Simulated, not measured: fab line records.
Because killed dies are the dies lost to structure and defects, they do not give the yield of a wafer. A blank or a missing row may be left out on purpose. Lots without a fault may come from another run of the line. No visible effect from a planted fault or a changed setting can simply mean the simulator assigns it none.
8D (eight disciplines) problem report, filled in by code | flow sky130 | the parts of the form that need people (team, actions taken, sign-off) are left out

1. WHAT WENT WRONG
Wafers without a fault read 494.8 W with a standard deviation of 1.8, while rf-fwd-power-W at SKY_LI_CONTACT_ETCH_14 averages 575.8 W across 2 wafers of 1 lot. That is +45 standard deviations from the usual mean.
The step: etches BARC in N2/H2, stops on SiO2, time 45.9 s, target depth 60 nm.
Earliest sighting: wafer L282.2 on rie-diel-03 at day 30 15:00. At this step, 15 wafers from 5 lots have a number in the record. Rule for "out", or "out of limits": more than 4 standard deviations from the usual mean. All remaining wafers that have a number are taken as sound.

2. WHAT IT IS, WHAT IT ISN'T
question                    | is                | is not
which readings at this step | rf-fwd-power-W    | drypump-motor-current-A, oes-product-au, throttle-valve-pct
which lots                  | L282              | L281, L287, L295, L297
which wafers of those lots  | L282.2, L282.5    | L282.6
read on which tools         | rie-diel-03       | rie-diel-01
when                        | from day 30 15:00 | up to then (4 sound wafers); but 9 sound wafers of L287, L295, L297 came after

3. SUSPECTS, AND WHAT RULES EACH OUT
Counting: a tool at a process step up to the reading stays a suspect if it ran every lot that is out. Sound lots after the first of them don't rule it out here, since some wafers of a struck lot are sound.
- cmp-01 at SKY_LI_CONTACT_CMP_02 (polishes PSG): kept. It ran the lot that is out, L282 (day 29 11:08).
- rie-diel-03 at SKY_LI_CONTACT_ETCH_14 (etches BARC in N2/H2, stops on SiO2, time 45.9 s, target depth 60 nm): kept. L282, the lot that is out, went through it at day 30 15:00; up to then, the latest sound lot through it was L281 at day 30 02:19. Out on those wafers are its own readings of rf-fwd-power-W.
- At SKY_LI_CONTACT_ETCH_14 on rie-diel-03, chamber 3 took the sound wafers of the same lots and chamber 2 took the wafers that are out.
Remaining after the count are cmp-01 at SKY_LI_CONTACT_CMP_02 and rie-diel-03 at SKY_LI_CONTACT_ETCH_14.

4. THE CAUSE (what the simulator had put in)
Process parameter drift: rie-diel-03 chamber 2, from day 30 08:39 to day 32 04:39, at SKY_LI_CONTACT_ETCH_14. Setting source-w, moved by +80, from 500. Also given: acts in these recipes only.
Of the 2 suspects that counting leaves, this tool is one.

5. THE EFFECT CHAIN, in route order
Each row: a reading where the mean over the struck wafers with a number is more than 3 standard deviations away from the usual. Only readings whose record carries a usual standard deviation are examined. hours: median over the lots of the time between each lot's start at the first step of this table that gives one and its start at this step. sigmas: the change, counted in usual standard deviations.
hours | step                    | reading                  | usual   | on struck wafers | change | sigmas
0     | SKY_LI_CONTACT_ETCH_14  | rf-fwd-power-W           | 494.8 W | 575.8            | +81.0  | +45
0     | SKY_LI_CONTACT_STRIP_16 | strip-time-to-endpoint-s | 3.493 s | 3.395            | -0.098 | -3.8
Here are the process steps it includes:
- SKY_LI_CONTACT_ETCH_14: etches BARC in N2/H2, stops on SiO2, time 45.9 s, target depth 60 nm.
- SKY_LI_CONTACT_STRIP_16: strips in O2/N2.

6. WHAT WOULD HAVE CAUGHT IT SOONER
In this record the first reading out of limits was taken at day 30 15:00, 6 hours after the fault began at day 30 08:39.
